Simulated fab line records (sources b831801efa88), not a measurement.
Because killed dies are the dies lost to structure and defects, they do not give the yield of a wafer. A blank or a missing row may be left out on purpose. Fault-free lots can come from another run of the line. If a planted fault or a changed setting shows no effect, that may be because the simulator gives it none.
Comparing a struck lot with a sound one -- flow sky130 -- 35 steps out of a route of 708
Sound: these wafers, L615.4, L615.5, L615.6. Wafers L627.3, L627.4, L627.6 were the ones struck. Last of all comes the cause.
Per side, at each step with rows, come the tool, then ch with its chambers, and then its first start. Under that, the readings that differ: sound wafers -- struck wafers -- difference of the means -- sigmas: that difference in standard deviations of wafers without a fault.
alike: a reading whose means differ by less than 2 such deviations, as well as words and numbers matching on both sides. not compared: withheld readings; readings where some wafer has no value; bounds like >300 that might hide an equal value; numbers whose values overlap and for which the record gives no deviation.
A row with sigmas, a row that says differs or no value, or rows on one side alone: a step with any of these is where the two part. Numbers that have no deviation but don't overlap get no sigmas and don't part them. A reading missing from all wafers of one side parts the sides only when that side holds two or more wafers.

first, 10 steps without rows for these wafers: SKY_CONTACT_ETCH_16 (etches BARC in N2/H2, stops on SiO2, time 45.9 s, target depth 60 nm); SKY_CONTACT_ETCH_17 (etches SiO2 in C4F8/O2/Ar, stops on Si3N4, target depth 340 nm); SKY_CONTACT_ETCH_18 (etches Si3N4 in CHF3/O2, stops on TiN, time 39 s, target depth 75 nm); SKY_CONTACT_STRIP_19 (strips in O2/N2); SKY_CONTACT_STRIP_20 (strips in post etch residue remover, time 1200 s); SKY_CONTACT_CLEAN_21 (cleans in IPA, time 180 s); SKY_CONTACT_CLEAN_22 (cleans in O3/DIW); SKY_CONTACT_SPUTTER_23 (material TiN, target thk 20 nm, time 80 s); SKY_CONTACT_CVD_24 (deposits W, target thk 340 nm, time 102.12 s); SKY_CONTACT_CMP_27 (polishes, stops on SiO2, t overpolish 15 s, target thk 0 nm).
SKY_METAL1_SPUTTER_00: material Ti, target thk 15 nm, time 10 s.
  sound on pvd_sputter-03, day 32 22:16; struck on pvd_sputter-01, day 36 17:55
  alike: throttle_valve_pct
then, 23 steps without rows for these wafers: SKY_METAL1_SPUTTER_01 (material TiN, target thk 20 nm, time 16.7 s); SKY_METAL1_SPUTTER_02 (material AlCu, target thk 250 nm, time 13.3 s); SKY_METAL1_SPUTTER_03 (material Ti, target thk 5 nm, time 3.3 s); SKY_METAL1_SPUTTER_04 (material TiN, target thk 70 nm, time 58.3 s); SKY_METAL1_DEHYDRATE_07 (time 60 s); SKY_METAL1_HMDS_08 (prime time 60 s); SKY_METAL1_COAT_09 (resist thk 60 nm); SKY_METAL1_COAT_10 (resist thk 450 nm); SKY_METAL1_SOFTBAKE_11 (time 90 s); SKY_METAL1_EXPOSE_12 (exposes mask MM1, target cd 140 nm); SKY_METAL1_PEB_13; SKY_METAL1_DEVELOP_14 (develop time 60 s); SKY_METAL1_DESCUM_17 (chemistry O2, time 8 s); SKY_METAL1_ETCH_18 (etches BARC in N2/H2, stops on SiO2, time 45.9 s, target depth 60 nm); SKY_METAL1_METAL_ETCH_19 (etches the open film in Cl2/BCl3, stops on SiO2, target depth 360 nm, time 78 s); SKY_METAL1_STRIP_20 (strips in O2/N2); SKY_METAL1_STRIP_21 (strips in post etch residue remover, time 1200 s); SKY_METAL1_CLEAN_22 (cleans in IPA, time 180 s); SKY_METAL1_CLEAN_23 (cleans in O3/DIW); SKY_VIA1_HDPCVD_00 (deposits SiO2, target thk 1030 nm, time 171.7 s); SKY_VIA1_CMP_02 (polishes SiO2); SKY_VIA1_DEHYDRATE_04 (time 60 s); SKY_VIA1_HMDS_05 (prime time 60 s).
-- the record jumps here: 13 days lie between the struck wafers' starts before and after (it left off in module VIA1 and takes up again in module PAD_OPEN, whose first step shown is number 708 of the route) --
SKY_PAD_OPEN_PROBE_99:
  sound on prober-02, day 46 19:47; struck on prober-01, day 49 12:51
reading,sound,struck,difference,sigmas
defect_limited_yield (%),84.6 83.1 81.7,77.0 74.2 73.0,-8.4,-4
killed_at_M0_to_M3,45 41 42,68 90 93,+41,+5
killed_dies,76 83 90,113 127 133,+41,+4
sort_bin_3_pad_short (%),0.8 0.8 0.8,2.0 3.7 3.7,+2.3,+6
sort_bin_5_function (%),9.1 9.8 11.6,14.8 16.3 16.7,+5.8,+4
sort_n_pass,416 409 402,379 365 359,-41,-4
sort_yield_pct (%),84.6 83.1 81.7,77.0 74.2 73.0,-8.4,-4
model.etest.tester.sort_n_pass,416 409 402,379 365 359,-41,
model.etest.tester.sort_yield_pct (%),84.55 83.13 81.71,77.03 74.19 72.97,-8.40,
model.etest.tester.sort_bin_5_pct (%),9.146 9.756 11.59,14.84 16.26 16.67,+5.76,
model.etest.tester.sort_bin_3_pct (%),0.813 0.813 0.813,2.033 3.659 3.659,+2.304,
  alike: killed_at_M4_up, killed_at_contacts, killed_at_front_end, killed_at_other, killed_open, killed_short, sort_bin_6_memory

== WHERE THEY PART ==
At SKY_PAD_OPEN_PROBE_99 and nowhere else, as far as this record goes.

WHY: the cause the simulator had injected
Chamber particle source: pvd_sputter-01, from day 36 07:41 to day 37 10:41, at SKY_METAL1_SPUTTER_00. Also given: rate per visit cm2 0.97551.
